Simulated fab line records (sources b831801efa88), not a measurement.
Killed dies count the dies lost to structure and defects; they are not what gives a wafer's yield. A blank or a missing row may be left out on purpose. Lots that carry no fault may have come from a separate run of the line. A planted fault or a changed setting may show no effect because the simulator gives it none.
fab line records	flow sky130	part 1 of 2: steps 1 to 31 of 38
[record] lots = 5	wafers = 15	last_day = 50
route steps=708 shown METAL3@535 CAPM@537
lots with no fault: from the same line, run without faults
start_h: start of the lot's first displayed wafer, in hours after the record's first day	wait_h: how many hours have passed since the lot's step before this one	" as in the row above	L1.1+2: one row covering several wafers at once	- no value, or no start was given	* or withheld: withheld	< > ~ a bound
route shown NAME@n: a module of which the file shows steps, and the number in the route of the first	usual: average and standard deviation across the fault-free wafers	same: alike in all rows	chamber/n: place in a boat	sites: each site's reading	_std_site: how widely they spread, as a standard deviation	_edge_site: mean of outer sites minus mean of inner sites	radius_mm: how far each site lies from the wafer's centre	mask NAME#n: copy n	behind: the most recent tool/chamber to have shaped the wafer	hold: what put the lot on hold/how long, in hours/how the hold closed	device: names the non-switching transistor (n, p or np)	end of line: tests of these same wafers at the route's end	for a step that has no rows: nothing shown but its recipe	killed: dies that structure and defects cost at the first sort, which is not the same as the wafer's yield	map: a wafer's dies, marking killed ones x, the rest . and places with no die _
set.NAME: the setting that was run; set.NAME@STEP: the one run at that earlier step	model.NAME: the simulator's own value behind a step, which no gauge read
a table for each step, a row for each wafer; lots at some steps of the route
services: from which hour (start_h, from the record's first day; less than 0 if before it) a tool's chamber was out of use, for how many hours, and why
[[steps]]
[step SKY_METAL3_SPUTTER_03]
[recipe] material = Ti	target_thk_nm = 5	power_w = 3000	time_s = 3.3	chamber_pressure_pa = 0.4
[usual] throttle_valve_pct = 30.0/1.1
lot.wafer	tool	chamber	start_h	wait_h	throttle_valve_pct
L083.2	pvd_sputter-03	-	907.76	0.0	30.9
L083.4	"	-	"	"	31.3
L083.6	"	-	"	"	29.5
L085.1	pvd_sputter-04	-	920.80	0.0	31.0
L085.4	"	-	"	"	30.8
L085.6	"	-	"	"	31.0
L088.2	pvd_sputter-02	-	937.46	0.0	28.8
L088.3	"	-	"	"	31.8
L088.5	"	-	"	"	29.4
L095.2	pvd_sputter-02	-	1008.57	0.0	28.8
L095.3	"	-	"	"	29.0
L095.5	"	-	"	"	28.9
L096.1	pvd_sputter-03	-	1010.10	0.0	28.6
L096.3	"	-	"	"	30.9
L096.4	"	-	"	"	31.3
[step SKY_METAL3_SPUTTER_04]
[recipe] material = TiN	target_thk_nm = 70	power_w = 6500	time_s = 58.3	chamber_pressure_pa = 0.4
[usual] throttle_valve_pct = 30.0/1.1
lot.wafer	tool	chamber	start_h	wait_h	throttle_valve_pct
L083.2	pvd_sputter-03	-	907.78	0.0	30.8
L083.4	"	-	"	"	31.2
L083.6	"	-	"	"	29.4
L085.1	pvd_sputter-04	-	920.82	0.0	31.1
L085.4	"	-	"	"	30.8
L085.6	"	-	"	"	31.0
L088.2	pvd_sputter-02	-	937.48	0.0	28.7
L088.3	"	-	"	"	31.5
L088.5	"	-	"	"	29.3
L095.2	pvd_sputter-02	-	1008.59	0.0	28.7
L095.3	"	-	"	"	29.1
L095.5	"	-	"	"	28.7
L096.1	pvd_sputter-03	-	1010.12	0.0	28.9
L096.3	"	-	"	"	31.1
L096.4	"	-	"	"	31.1
[step SKY_CAPM_CVD_00]
[recipe] material = SiO2	target_thk_nm = 15.5	temp_c = 400	time_s = withheld	rf_w = 450
[usual] heater_power_w = 800/110
lot.wafer	tool	chamber	start_h	wait_h	heater_power_w
L083.2	pecvd-02	2	907.82	0.0	837
L083.4	"	2	"	"	835
L083.6	"	1	"	"	841
L085.1	pecvd-04	0	920.87	0.0	731
L085.4	"	0	"	"	736
L085.6	"	1	"	"	691
L088.2	pecvd-02	2	937.53	0.0	723
L088.3	"	1	"	"	931
L088.5	"	1	"	"	931
L095.2	pecvd-03	0	1008.64	0.0	661
L095.3	"	0	"	"	664
L095.5	"	2	"	"	903
L096.1	pecvd-02	2	1010.17	0.0	786
L096.3	"	1	"	"	845
L096.4	"	2	"	"	755
[step SKY_CAPM_THK_MEAS_01]
[recipe] reads = SiO2_of_CAPM_CVD_00
[usual] CAPM_CVD_00_THK = 15.53/0.23
lot.wafer	tool	chamber	start_h	wait_h	CAPM_CVD_00_THK[nm]
L083.2	film_metro-04	-	907.86	-	15.38
L083.4	"	-	"	"	15.71
L083.6	"	-	"	"	15.68
L085.1	film_metro-02	-	920.89	-	15.08
L085.4	"	-	"	"	15.30
L085.6	"	-	"	"	15.56
L088.2	film_metro-02	-	937.56	-	15.34
L088.3	"	-	"	"	15.85
L088.5	"	-	"	"	15.68
L095.2	film_metro-02	-	1008.69	-	15.10
L095.3	"	-	"	"	15.63
L095.5	"	-	"	"	15.41
L096.1	film_metro-04	-	1010.19	-	15.64
L096.3	"	-	"	"	15.45
L096.4	"	-	"	"	15.73
[step SKY_CAPM_SPUTTER_02]
[recipe] material = TiN	target_thk_nm = 200	temp_c = 300	power_w = 6500	time_s = 166.7	chamber_pressure_pa = 0.4
[usual] throttle_valve_pct = 30.2/1
lot.wafer	tool	chamber	start_h	wait_h	throttle_valve_pct
L083.2	pvd_sputter-04	-	907.91	0.0	30.9
L083.4	"	-	"	"	30.8
L083.6	"	-	"	"	31.0
L085.1	pvd_sputter-01	-	920.95	0.1	29.3
L085.4	"	-	"	"	29.1
L085.6	"	-	"	"	31.1
L088.2	pvd_sputter-01	-	937.61	0.0	29.0
L088.3	"	-	"	"	31.3
L088.5	"	-	"	"	31.0
L095.2	pvd_sputter-04	-	1008.74	0.0	30.8
L095.3	"	-	"	"	31.1
L095.5	"	-	"	"	30.9
L096.1	pvd_sputter-02	-	1010.25	0.1	28.9
L096.3	"	-	"	"	31.7
L096.4	"	-	"	"	29.2
[step SKY_CAPM_RS_MEAS_03]
[recipe] thk_meas_gauge = four-point-probe	reads = TiN_of_CAPM_SPUTTER_02
[usual] CAPM_TIN_RS = 6.89/0.062
lot.wafer	tool	chamber	start_h	wait_h	CAPM_TIN_RS[ohm/sq]
L083.2	film_metro-03	-	908.04	0.1	6.95
L083.4	"	-	"	"	6.91
L083.6	"	-	"	"	6.99
L085.1	film_metro-04	-	921.06	0.1	6.88
L085.4	"	-	"	"	6.94
L085.6	"	-	"	"	6.87
L088.2	film_metro-04	-	937.74	0.1	6.87
L088.3	"	-	"	"	6.90
L088.5	"	-	"	"	6.90
L095.2	film_metro-02	-	1008.86	0.1	6.90
L095.3	"	-	"	"	6.91
L095.5	"	-	"	"	6.95
L096.1	film_metro-02	-	1010.38	0.1	6.88
L096.3	"	-	"	"	6.92
L096.4	"	-	"	"	6.93
[step SKY_CAPM_THK_MEAS_04]
[recipe] thk_meas_gauge = xrf	reads = TiN_of_CAPM_SPUTTER_02
[usual] CAPM_TIN_THK = 200.6/2.5
lot.wafer	tool	chamber	start_h	wait_h	CAPM_TIN_THK[nm]
L083.2	film_metro-03	-	908.15	0.1	197.2
L083.4	"	-	"	"	198.5
L083.6	"	-	"	"	195.9
L085.1	film_metro-04	-	921.18	0.1	200.6
L085.4	"	-	"	"	199.0
L085.6	"	-	"	"	200.9
L088.2	film_metro-04	-	937.85	0.1	200.7
L088.3	"	-	"	"	199.8
L088.5	"	-	"	"	200.0
L095.2	film_metro-02	-	1008.97	0.1	201.3
L095.3	"	-	"	"	200.7
L095.5	"	-	"	"	200.2
L096.1	film_metro-02	-	1010.50	0.1	200.9
L096.3	"	-	"	"	200.5
L096.4	"	-	"	"	199.6
[step SKY_CAPM_DEHYDRATE_05]
[recipe] temp_c = 200	time_s = 60
lot.wafer	tool	chamber	start_h	wait_h
L083.2+4+6	litho_track-02	0	919.81	11.7
L085.1+4+6	litho_track-03	0	932.63	11.4
L088.2+3+5	litho_track-03	0	949.50	11.6
L095.2+3+5	litho_track-04	0	1020.01	11.0
L096.1+3+4	litho_track-04	0	1021.38	10.9
[step SKY_CAPM_HMDS_06]
[recipe] prime_time_s = 60	prime_temp_c = 120
lot.wafer	tool	chamber	start_h	wait_h
L083.2+4+6	litho_track-02	0	919.96	0.1
L085.1+4+6	litho_track-03	0	932.78	0.1
L088.2+3+5	litho_track-03	0	949.65	0.1
L095.2+3+5	litho_track-04	0	1020.16	0.1
L096.1+3+4	litho_track-04	0	1021.53	0.1
[step SKY_CAPM_COAT_07]
[recipe] resist = NOVOLAK	spin_rpm = 3000	resist_thk_nm = 1140
lot.wafer	tool	chamber	start_h	wait_h
L083.2+4+6	litho_track-02	0	920.11	0.1
L085.1+4+6	litho_track-03	0	932.93	0.1
L088.2+3+5	litho_track-03	0	949.80	0.1
L095.2+3+5	litho_track-04	0	1020.31	0.1
L096.1+3+4	litho_track-04	0	1021.68	0.1
[step SKY_CAPM_SOFTBAKE_08]
[recipe] temp_c = 90	time_s = 60	resist = NOVOLAK
lot.wafer	tool	chamber	start_h	wait_h
L083.2+4+6	litho_track-02	0	920.26	0.1
L085.1+4+6	litho_track-03	0	933.08	0.1
L088.2+3+5	litho_track-03	0	949.95	0.1
L095.2+3+5	litho_track-04	0	1020.46	0.1
L096.1+3+4	litho_track-04	0	1021.83	0.1
[step SKY_CAPM_EXPOSE_09]
[recipe] mask_id = CAPM	na = 0.6	source_shape = conventional	sigma_outer = 0.6	polarization = unpolarized	target_cd_nm = 1000	dose_mj = 159
[usual] exposure_dose_mJ_cm2 = 158.95/0.16
lot.wafer	tool	chamber	start_h	wait_h	mask	exposure_dose_mJ_cm2
L083.2	iline_stepper-01	0	-	-	CAPM#0	159.43
L083.4	"	0	"	"	CAPM#0	158.98
L083.6	"	0	"	"	CAPM#0	159.09
L085.1	iline_stepper-01	0	-	-	CAPM#0	158.97
L085.4	"	0	"	"	CAPM#0	159.00
L085.6	"	0	"	"	CAPM#0	158.93
L088.2	iline_stepper-02	0	-	-	CAPM#0	158.99
L088.3	"	0	"	"	CAPM#0	158.84
L088.5	"	0	"	"	CAPM#0	159.03
L095.2	iline_stepper-01	0	-	-	CAPM#0	158.89
L095.3	"	0	"	"	CAPM#0	158.98
L095.5	"	0	"	"	CAPM#0	159.01
L096.1	iline_stepper-01	0	-	-	CAPM#0	159.05
L096.3	"	0	"	"	CAPM#0	158.84
L096.4	"	0	"	"	CAPM#0	158.71
[step SKY_CAPM_PEB_10]
[recipe] temp_c = withheld	time_s = *	resist = NOVOLAK
lot.wafer	tool	chamber	start_h	wait_h
L083.2+4+6	litho_track-04	0	-	-
L085.1+4+6	litho_track-03	0	-	-
L088.2+3+5	litho_track-03	0	-	-
L095.2+3+5	litho_track-04	0	-	-
L096.1+3+4	litho_track-04	0	-	-
[step SKY_CAPM_DEVELOP_11]
[recipe] resist = NOVOLAK	developer = TMAH	develop_time_s = 60	dev_temp_c = 23
lot.wafer	tool	chamber	start_h	wait_h
L083.2+4+6	litho_track-04	0	932.01	0.1
L085.1+4+6	litho_track-03	0	945.38	0.1
L088.2+3+5	litho_track-03	0	961.25	0.1
L095.2+3+5	litho_track-04	0	1031.61	0.1
L096.1+3+4	litho_track-04	0	1032.23	0.1
[step SKY_CAPM_OVL_MEAS_12]
[usual] CAPM_OVL = 1.2/1.3
lot.wafer	tool	chamber	start_h	wait_h	CAPM_OVL[nm]
L083.2	overlay-01	-	932.14	0.1	-0.1
L083.4	"	-	"	"	0.1
L083.6	"	-	"	"	-0.8
L085.1	overlay-01	-	945.53	0.1	1.0
L085.4	"	-	"	"	-0.8
L085.6	"	-	"	"	-0.4
L088.2	overlay-02	-	961.38	0.1	-0.4
L088.3	"	-	"	"	0.4
L088.5	"	-	"	"	-0.5
L095.2	overlay-01	-	1031.74	0.1	2.6
L095.3	"	-	"	"	4.1
L095.5	"	-	"	"	2.6
L096.1	overlay-01	-	1032.38	0.1	0.1
L096.3	"	-	"	"	0.6
L096.4	"	-	"	"	1.5
[step SKY_CAPM_METAL_ETCH_13]
[recipe] target_depth_nm = 220	stop_on = SiO2	chemistry = Cl2/BCl3	target = TiN	pressure_mtorr = 10	icp_w = 900	bias_w = 48.5	Cl2_flow_sccm = 60	bcl3_flow_sccm = 30	time_s = 62.9
[usual] chamber_pressure_mTorr = 10.000/0.009	drypump_motor_current_A = 5.62/0.2	oes_product_au = 0.943/0.0063	throttle_valve_pct = 21.900/0.009
lot.wafer	tool	chamber	start_h	wait_h	chamber_pressure_mTorr	drypump_motor_current_A	oes_product_au	rf_hours_counter_h	throttle_valve_pct
L083.2	rie_metal-02	1	932.17	0.0	9.989	5.65	0.935	9	21.902
L083.4	"	1	"	"	9.986	5.65	0.946	-	21.894
L083.6	"	1	"	"	10.002	5.64	0.936	-	21.911
L085.1	rie_metal-03	0	945.56	0.0	10.002	5.64	0.943	15	21.908
L085.4	"	0	"	"	9.989	5.62	0.938	-	21.899
L085.6	"	0	"	"	10.017	5.63	0.944	-	21.894
L088.2	rie_metal-03	0	961.41	0.0	9.983	5.64	0.949	15	21.909
L088.3	"	0	"	"	9.990	5.66	0.936	-	21.910
L088.5	"	0	"	"	9.983	5.63	0.943	-	21.904
L095.2	rie_metal-02	1	1031.77	0.0	10.013	5.64	0.941	15	21.909
L095.3	"	1	"	"	9.988	5.63	0.946	-	21.891
L095.5	"	1	"	"	10.023	5.65	0.932	-	21.918
L096.1	rie_metal-03	1	1032.42	0.0	9.985	5.65	0.938	17	21.894
L096.3	"	0	"	"	10.004	5.66	0.948	-	21.903
L096.4	"	1	"	"	10.006	5.76	0.943	-	21.900
[step SKY_CAPM_STRIP_14]
[recipe] chemistry = O2/N2	power_w = 1400	pressure_mtorr = 1500	platen_temp_c = withheld	o2_flow_sccm = 3000	n2_flow_sccm = 300	overash_fraction = 0.5
[usual] chamber_pressure_mTorr = 1500.2/1.4	drypump_motor_current_A = 5.7/0.39	o2_flow_sccm = 3000/9.4	oes_product_au = 0.710/0.004	strip_time_to_endpoint_s = 12.65/0.042
lot.wafer	tool	chamber	start_h	wait_h	chamber_pressure_mTorr	drypump_motor_current_A	o2_flow_sccm	oes_product_au	rf_hours_counter_h	strip_time_to_endpoint_s
L083.2	plasma_asher-02	1	932.25	0.1	1499.6	6.1	2995	0.709	78	12.73
L083.4	"	0	"	"	1500.0	5.3	2998	0.714	-	12.73
L083.6	"	1	"	"	1500.1	6.1	2991	0.718	-	12.68
L085.1	plasma_asher-02	0	945.64	0.1	1499.1	5.2	3001	0.710	79	12.64
L085.4	"	0	"	"	1500.3	5.3	2990	0.714	-	12.69
L085.6	"	0	"	"	1501.4	5.3	3002	0.707	-	12.63
L088.2	plasma_asher-03	0	961.49	0.1	1501.2	6.2	2993	0.707	119	12.62
L088.3	"	0	"	"	1501.4	6.2	3004	0.709	-	12.64
L088.5	"	0	"	"	1501.0	6.2	2994	0.719	-	12.69
L095.2	plasma_asher-01	1	1031.85	0.1	1501.7	5.9	3006	0.706	29	12.60
L095.3	"	1	"	"	1498.9	5.9	2996	0.713	-	12.58
L095.5	"	0	"	"	1502.1	5.7	2979	0.709	-	12.55
L096.1	plasma_asher-03	0	1032.50	0.1	1499.5	6.2	3005	0.710	126	12.63
L096.3	"	0	"	"	1501.9	6.2	3009	0.705	-	12.62
L096.4	"	1	"	"	1499.8	5.2	3021	0.710	-	12.67
[step SKY_CAPM_STRIP_15]
[recipe] chemistry = post_etch_residue_remover	time_s = 1200	temp_c = 72.5
[usual] bath_guard_temp_C = 72.6/0.5
lot.wafer	tool	chamber	start_h	wait_h	bath_guard_temp_C
L083.2	wet_bench-01	2	932.35	0.1	72.3
L083.4	"	2	"	"	72.2
L083.6	"	2	"	"	72.2
L085.1	wet_bench-01	2	945.74	0.1	72.0
L085.4	"	2	"	"	72.4
L085.6	"	2	"	"	72.4
L088.2	wet_bench-01	2	961.59	0.1	72.2
L088.3	"	2	"	"	72.3
L088.5	"	2	"	"	72.1
L095.2	wet_bench-01	2	1031.95	0.1	72.2
L095.3	"	2	"	"	72.1
L095.5	"	2	"	"	72.2
L096.1	wet_bench-01	1	1032.63	0.1	72.5
L096.3	"	1	"	"	72.6
L096.4	"	1	"	"	72.6
[step SKY_CAPM_CLEAN_16]
[recipe] chemistry = IPA	time_s = 180	temp_c = 25
lot.wafer	tool	chamber	start_h	wait_h
L083.2+4+6	wet_bench-02	2	932.72	0.0
L085.1+4+6	wet_bench-02	1	946.08	0.0
L088.2+3+5	wet_bench-03	3	961.93	0.0
L095.2+3+5	wet_bench-03	2	1032.79	0.2
L096.1+3+4	wet_bench-01	2	1032.97	0.0
[step SKY_CAPM_CLEAN_17]
[recipe] chemistry = O3/DIW	dry = n2_spin
lot.wafer	tool	chamber	start_h	wait_h
L083.2+4+6	wet_bench-02	0	932.83	0.0
L085.1+4+6	wet_bench-01	2	946.14	0.0
L088.2+3+5	wet_bench-02	3	961.99	0.0
L095.2+3+5	wet_bench-03	0	1032.90	0.1
L096.1+3+4	wet_bench-02	1	1033.03	0.0
[step SKY_METAL3_DEHYDRATE_05]
[recipe] temp_c = 200	time_s = 60
lot.wafer	tool	chamber	start_h	wait_h
L083.2+4+6	litho_track-01	0	944.26	11.2
L085.1+4+6	litho_track-01	0	957.64	11.4
L088.2+3+5	litho_track-02	0	973.96	11.9
L095.2+3+5	litho_track-03	0	1043.35	10.4
L096.1+3+4	litho_track-03	0	1044.13	11.0
[step SKY_METAL3_HMDS_06]
[recipe] prime_time_s = 60	prime_temp_c = 120
lot.wafer	tool	chamber	start_h	wait_h
L083.2+4+6	litho_track-01	0	944.41	0.1
L085.1+4+6	litho_track-01	0	957.79	0.1
L088.2+3+5	litho_track-02	0	974.11	0.1
L095.2+3+5	litho_track-03	0	1043.50	0.1
L096.1+3+4	litho_track-03	0	1044.28	0.1
[step SKY_METAL3_COAT_07]
[recipe] resist = BARC	temp_c = withheld	time_s = withheld	spin_rpm = 3000	resist_thk_nm = 60
lot.wafer	tool	chamber	start_h	wait_h
L083.2+4+6	litho_track-01	0	944.56	0.1
L085.1+4+6	litho_track-01	0	957.94	0.1
L088.2+3+5	litho_track-02	0	974.26	0.1
L095.2+3+5	litho_track-03	0	1043.65	0.1
L096.1+3+4	litho_track-03	0	1044.43	0.1
[step SKY_METAL3_COAT_08]
[recipe] resist = KrF-thick	spin_rpm = 3000	resist_thk_nm = 1140
lot.wafer	tool	chamber	start_h	wait_h
L083.2+4+6	litho_track-01	0	-	-
L085.1+4+6	litho_track-01	0	-	-
L088.2+3+5	litho_track-02	0	-	-
L095.2+3+5	litho_track-03	0	-	-
L096.1+3+4	litho_track-03	0	-	-
[step SKY_METAL3_SOFTBAKE_09]
[recipe] temp_c = 100	time_s = 90	resist = KrF-thick
lot.wafer	tool	chamber	start_h	wait_h
L083.2+4+6	litho_track-01	0	-	-
L085.1+4+6	litho_track-01	0	-	-
L088.2+3+5	litho_track-02	0	-	-
L095.2+3+5	litho_track-03	0	-	-
L096.1+3+4	litho_track-03	0	-	-
[step SKY_METAL3_EXPOSE_10]
[recipe] mask_id = MM3	na = 0.68	source_shape = annular	sigma_inner = 0.4	sigma_outer = 0.8	target_cd_nm = 300	dose_mj = 28
[usual] exposure_dose_mJ_cm2 = 28.00/0.031
lot.wafer	tool	chamber	start_h	wait_h	mask	exposure_dose_mJ_cm2
L083.2	krf_scanner-01	0	-	-	MM3#0	28.02
L083.4	"	0	"	"	MM3#0	28.03
L083.6	"	0	"	"	MM3#0	28.09
L085.1	krf_scanner-01	0	-	-	MM3#0	27.97
L085.4	"	0	"	"	MM3#0	27.97
L085.6	"	0	"	"	MM3#0	27.91
L088.2	krf_scanner-01	0	-	-	MM3#0	28.01
L088.3	"	0	"	"	MM3#0	28.01
L088.5	"	0	"	"	MM3#0	27.99
L095.2	krf_scanner-01	0	-	-	MM3#0	28.01
L095.3	"	0	"	"	MM3#0	28.01
L095.5	"	0	"	"	MM3#0	28.00
L096.1	krf_scanner-02	0	-	-	MM3#0	28.02
L096.3	"	0	"	"	MM3#0	28.00
L096.4	"	0	"	"	MM3#0	27.99
[step SKY_METAL3_PEB_11]
[recipe] peb_temp_c = withheld	peb_time_s = withheld	resist = KrF-thick
lot.wafer	tool	chamber	start_h	wait_h
L083.2+4+6	litho_track-01	0	-	-
L085.1+4+6	litho_track-02	0	-	-
L088.2+3+5	litho_track-03	0	-	-
L095.2+3+5	litho_track-01	0	-	-
L096.1+3+4	litho_track-03	0	-	-
[step SKY_METAL3_DEVELOP_12]
[recipe] develop_time_s = 60	resist = KrF-thick	dev_temp_c = 21
lot.wafer	tool	chamber	start_h	wait_h
L083.2+4+6	litho_track-01	0	-	-
L085.1+4+6	litho_track-02	0	-	-
L088.2+3+5	litho_track-03	0	-	-
L095.2+3+5	litho_track-01	0	-	-
L096.1+3+4	litho_track-03	0	-	-
[step SKY_METAL3_CD_MEAS_13]
[recipe] target_cd_nm = 300
[usual] cd_nm = 300.2/1.6
lot.wafer	tool	chamber	start_h	wait_h	cd_nm
L083.2	cd_sem-02	-	956.26	-	300.9
L083.4	"	-	"	"	300.5
L083.6	"	-	"	"	300.3
L085.1	cd_sem-01	-	970.49	-	299.5
L085.4	"	-	"	"	299.9
L085.6	"	-	"	"	299.2
L088.2	cd_sem-02	-	985.65	-	300.3
L088.3	"	-	"	"	301.6
L088.5	"	-	"	"	299.9
L095.2	cd_sem-02	-	1054.41	-	301.5
L095.3	"	-	"	"	300.5
L095.5	"	-	"	"	301.1
L096.1	cd_sem-01	-	1055.03	-	303.1
L096.3	"	-	"	"	302.3
L096.4	"	-	"	"	302.4
[step SKY_METAL3_OVL_MEAS_14]
[usual] METAL3_OVL = -2/5.3
lot.wafer	tool	chamber	start_h	wait_h	METAL3_OVL[nm]
L083.2	overlay-01	-	956.36	0.1	0
L083.4	"	-	"	"	-3
L083.6	"	-	"	"	-3
L085.1	overlay-02	-	970.61	0.1	2
L085.4	"	-	"	"	2
L085.6	"	-	"	"	-2
L088.2	overlay-01	-	985.75	0.1	8
L088.3	"	-	"	"	2
L088.5	"	-	"	"	4
L095.2	overlay-02	-	1054.52	0.1	10
L095.3	"	-	"	"	-1
L095.5	"	-	"	"	6
L096.1	overlay-01	-	1055.15	0.1	-6
L096.3	"	-	"	"	-7
L096.4	"	-	"	"	-7
[step SKY_METAL3_DESCUM_15]
[recipe] chemistry = O2	source_power_w = 150	bias_power_w = 0	pressure_mtorr = 10	temp_c = 40	time_s = 8
[usual] chamber_pressure_mTorr = 9.999/0.0095	drypump_motor_current_A = 5.58/0.21	oes_product_au = 1.000/0.0071
lot.wafer	tool	chamber	start_h	wait_h	chamber_pressure_mTorr	drypump_motor_current_A	oes_product_au	rf_hours_counter_h
L083.2	rie_metal-03	0	956.39	0.0	10.010	5.66	0.994	15
L083.4	"	1	"	"	9.994	5.74	0.989	-
L083.6	"	0	"	"	10.011	5.64	1.003	-
L085.1	rie_metal-01	1	970.64	0.0	10.000	5.78	0.995	12
L085.4	"	1	"	"	9.980	5.77	0.999	-
L085.6	"	0	"	"	9.986	5.19	1.005	-
L088.2	rie_metal-03	1	985.78	0.0	10.009	5.78	1.010	14
L088.3	"	0	"	"	9.998	5.63	1.011	-
L088.5	"	1	"	"	9.997	5.72	1.005	-
L095.2	rie_metal-04	1	1054.55	0.0	9.992	5.49	0.995	9
L095.3	"	0	"	"	9.983	5.62	0.995	-
L095.5	"	0	"	"	9.994	5.62	1.008	-
L096.1	rie_metal-03	0	1055.18	0.0	10.005	5.65	1.004	21
L096.3	"	0	"	"	10.002	5.64	0.991	-
L096.4	"	1	"	"	9.995	5.74	0.998	-
